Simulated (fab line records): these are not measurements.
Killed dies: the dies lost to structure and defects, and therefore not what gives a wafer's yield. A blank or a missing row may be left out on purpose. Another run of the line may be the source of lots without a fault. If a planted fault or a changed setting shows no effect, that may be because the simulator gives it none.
Which tool was responsible?	flow gf180mcu	Sampling: 11 lots, 33 wafers, 6 of 602 route steps

## WHAT EACH GAUGE READ, for each wafer
GF_POLY_GATE_THK_MEAS_17. Usual: POLY_GATE_OXIDATION_THK 3.98 nm, standard deviation 0.09.
lot	measured	on	POLY_GATE_OXIDATION_THK (nm)	flag
L909	day 9 17:58	film metro-02	3.97 3.95 3.85	
L915	day 11 02:58	film metro-03	3.96 3.93 3.97	
L916	day 11 09:20	film metro-03	4.03 4.01 3.99	
L918	day 11 19:32	film metro-01	4.00 4.08 3.97	
L919	day 12 06:28	film metro-03	4.16 4.19 4.14	
L925	day 14 00:34	film metro-03	4.02 4.02 3.98	
L927	day 14 13:04	film metro-02	4.05 4.05 4.09	
L928	day 14 23:19	film metro-01	4.02 3.96 3.91	
L929	day 15 06:46	film metro-02	4.05 4.07 4.07	
L931	day 15 18:52	film metro-02	3.82 3.89 3.90	
L932	day 16 04:32	film metro-02	3.91 3.96 3.93	

GF_HV_LDD_TW_MEAS_11. Usual: HV_LDD_TW 2400, standard deviation 24.
lot	measured	on	HV_LDD_TW	flag
L909	day 10 11:28	film metro-03	2415 2396 2394	
L915	day 11 22:56	film metro-04	2417 2420 2422	
L916	day 12 04:31	film metro-04	2420 2423 2432	
L918	day 12 15:07	film metro-02	2261 2265 2264 2265 2260 2276	OFF
L919	day 13 03:07	film metro-02	2255 2269 2263 2262 2253 2272	OFF
L925	day 14 21:42	film metro-03	2399 2400 2397	
L927	day 15 10:16	film metro-04	2436 2409 2433	
L928	day 15 21:27	film metro-04	2430 2443 2424	
L929	day 16 04:58	film metro-03	2426 2424 2429	
L931	day 16 17:19	film metro-04	2430 2425 2422	
L932	day 17 02:57	film metro-02	2382 2384 2378	

GF_HV_LDD_RS_MEAS_53: the measuring method here is four-point-probe. Usual: HV_LDD_RS 418.4 ohm/sq, standard deviation 0.75.
lot	measured	on	HV_LDD_RS (ohm/sq)	flag
L909	day 12 21:38	film metro-02	419.2 418.4 418.4	
L915	day 14 12:17	film metro-02	417.8 416.9 418.3	
L916	day 14 18:01	film metro-03	419.0 419.5 418.7	
L918	day 15 06:09	film metro-03	423.2 421.7 421.7 421.9 422.5 421.3	OFF
L919	day 15 19:09	film metro-02	421.6 422.4 422.4 422.1 422.9 423.1	OFF
L925	day 17 17:11	film metro-02	417.7 418.1 417.3	
L927	day 18 07:42	film metro-02	418.7 420.0 419.1	
L928	day 18 20:35	film metro-03	418.5 418.3 418.3	
L929	day 19 03:47	film metro-03	419.7 420.1 418.4	
L931	day 19 17:30	film metro-04	418.6 418.0 418.0	
L932	day 20 03:20	film metro-03	418.9 419.0 418.6	

## WHICH TOOL RAN EACH LOT (tool, then ch and the chambers of the sampled wafers, then the start)
lot	GF_DUAL_GATE_STRIP_13	GF_POLY_GATE_ETCH_12	GF_HV_LDD_IMPLANT_09
L909	plasma asher-01 ch 0,1, day 8 18:55	rie diel-01 ch 0,1,2, day 9 15:23	implanter-04 ch 0, day 10 11:13
L915	plasma asher-01 ch 0,1, day 10 03:50	rie diel-04 ch 0,1, day 11 01:26	implanter-01 ch 0, day 11 22:43
L916	plasma asher-03 ch 0,1, day 10 10:05	rie diel-02 ch 0,1,2, day 11 07:16	implanter-04 ch 0, day 12 04:18
L918	plasma asher-01 ch 0,1, day 10 19:37	rie diel-02 ch 0,1,3, day 11 17:35	implanter-01 ch 0, day 12 14:53
L919	plasma asher-03 ch 0,1, day 11 06:06	rie diel-02 ch 0,2,3, day 12 04:53	implanter-01 ch 0, day 13 02:53
L925	plasma asher-03 ch 0,1, day 12 22:54	rie diel-04 ch 0,1,3, day 13 22:34	implanter-04 ch 0, day 14 21:27
L927	plasma asher-04 ch 0,1, day 13 11:31	rie diel-02 ch 1,2,3, day 14 11:33	implanter-04 ch 0, day 15 10:02
L928	plasma asher-01 ch 0,1, day 13 21:19	rie diel-01 ch 0,1,3, day 14 21:48	implanter-01 ch 0, day 15 21:12
L929	plasma asher-03 ch 0,1, day 14 03:04	rie diel-01 ch 0,1,2, day 15 04:26	implanter-01 ch 0, day 16 04:43
L931	plasma asher-01 ch 0,1, day 14 17:10	rie diel-02 ch 0,2,3, day 15 17:21	implanter-01 ch 0, day 16 17:05
L932	plasma asher-01 ch 0,1, day 14 23:07	rie diel-02 ch 0,1, day 16 02:12	implanter-01 ch 0, day 17 02:42
- GF_DUAL_GATE_STRIP_13: strips in O2/N2.
- GF_POLY_GATE_ETCH_12: etches BARC in N2/H2.
- GF_HV_LDD_IMPLANT_09

## AS READ BY THE TOOLS THEMSELVES (means over the sampled wafers that have a number; for cases with no such wafer, the mark the record gives instead)
GF_DUAL_GATE_STRIP_13. Usual: drypump motor current A 5.9 A, standard deviation 0.43; heater power w 320 W, standard deviation 16; oes product au 0.716 a.u., standard deviation 0.0051; strip time to endpoint s 12.63 s, standard deviation 0.036.
lot	tool	drypump motor current A (A)	heater power w (W)	oes product au (a.u.)	strip time to endpoint s (s)	flag
L909	plasma asher-01	5.5	316	0.711	12.68	
L915	plasma asher-01	5.5	314	0.718	12.65	
L916	plasma asher-03	6.2	332	0.721	12.58	
L918	plasma asher-01	5.5	317	0.717	12.66	
L919	plasma asher-03	6.3	335	0.710	12.64	
L925	plasma asher-03	6.4	332	0.715	12.62	
L927	plasma asher-04	5.5	293	0.715	12.62	
L928	plasma asher-01	5.7	321	0.721	12.64	
L929	plasma asher-03	6.2	327	0.720	12.65	
L931	plasma asher-01	5.7	323	0.715	12.59	
L932	plasma asher-01	5.5	312	0.718	12.58	

GF_POLY_GATE_ETCH_12. Usual: drypump motor current A 5.8 A, standard deviation 0.57; oes product au 0.735 a.u., standard deviation 0.0044; throttle valve pct 13.213 %, standard deviation 0.0092.
lot	tool	drypump motor current A (A)	oes product au (a.u.)	throttle valve pct (%)	flag
L909	rie diel-01	5.4	0.736	13.219	
L915	rie diel-04	5.7	0.729	13.214	
L916	rie diel-02	5.8	0.734	13.218	
L918	rie diel-02	6.0	0.735	13.221	
L919	rie diel-02	5.8	0.740	13.209	
L925	rie diel-04	5.8	0.738	13.215	
L927	rie diel-02	6.0	0.738	13.220	
L928	rie diel-01	5.8	0.735	13.219	
L929	rie diel-01	5.4	0.733	13.209	
L931	rie diel-02	5.8	0.731	13.208	
L932	rie diel-02	6.0	0.739	13.222	

GF_HV_LDD_IMPLANT_09. Usual: beam energy keV 40.002, standard deviation 0.013.
lot	tool	beam energy keV	flag
L909	implanter-04	39.991	
L915	implanter-01	40.007	
L916	implanter-04	39.986	
L918	implanter-01	34.104	OFF
L919	implanter-01	34.128	OFF
L925	implanter-04	39.991	
L927	implanter-04	40.028	
L928	implanter-01	40.006	
L929	implanter-01	40.001	
L931	implanter-01	40.005	
L932	implanter-01	40.030	

## THE ANSWER, worked out from the rows above alone
Rule: take the mean of a lot's wafers that have a number; if it is more than 3 standard deviations from the usual mean, the lot is off. A lot without any number at a reading at which 4 lots or more have one is off too. All remaining lots with rows at the step are treated as sound. After the gauges, taken in route order, come the tools' own readings; for these a lot's mean is taken, as printed above. At the first step where some lot is off, the reading lying furthest off is the one used; lots without a number count as furthest.
Off: L918, L919, at GF_HV_LDD_TW_MEAS_11 (HV_LDD_TW).
A tool fits if, at a process step before that reading, it ran every lot that is off, and no sound lot after the first of them. The gauges at GF_HV_LDD_TW_MEAS_11 aren't tried: what is off there is off at GF_HV_LDD_IMPLANT_09 too, on other tools, and a gauge's error can't cause that. No candidate that was tried fits.

## WHAT HAD BEEN PUT IN BY THE SIMULATOR
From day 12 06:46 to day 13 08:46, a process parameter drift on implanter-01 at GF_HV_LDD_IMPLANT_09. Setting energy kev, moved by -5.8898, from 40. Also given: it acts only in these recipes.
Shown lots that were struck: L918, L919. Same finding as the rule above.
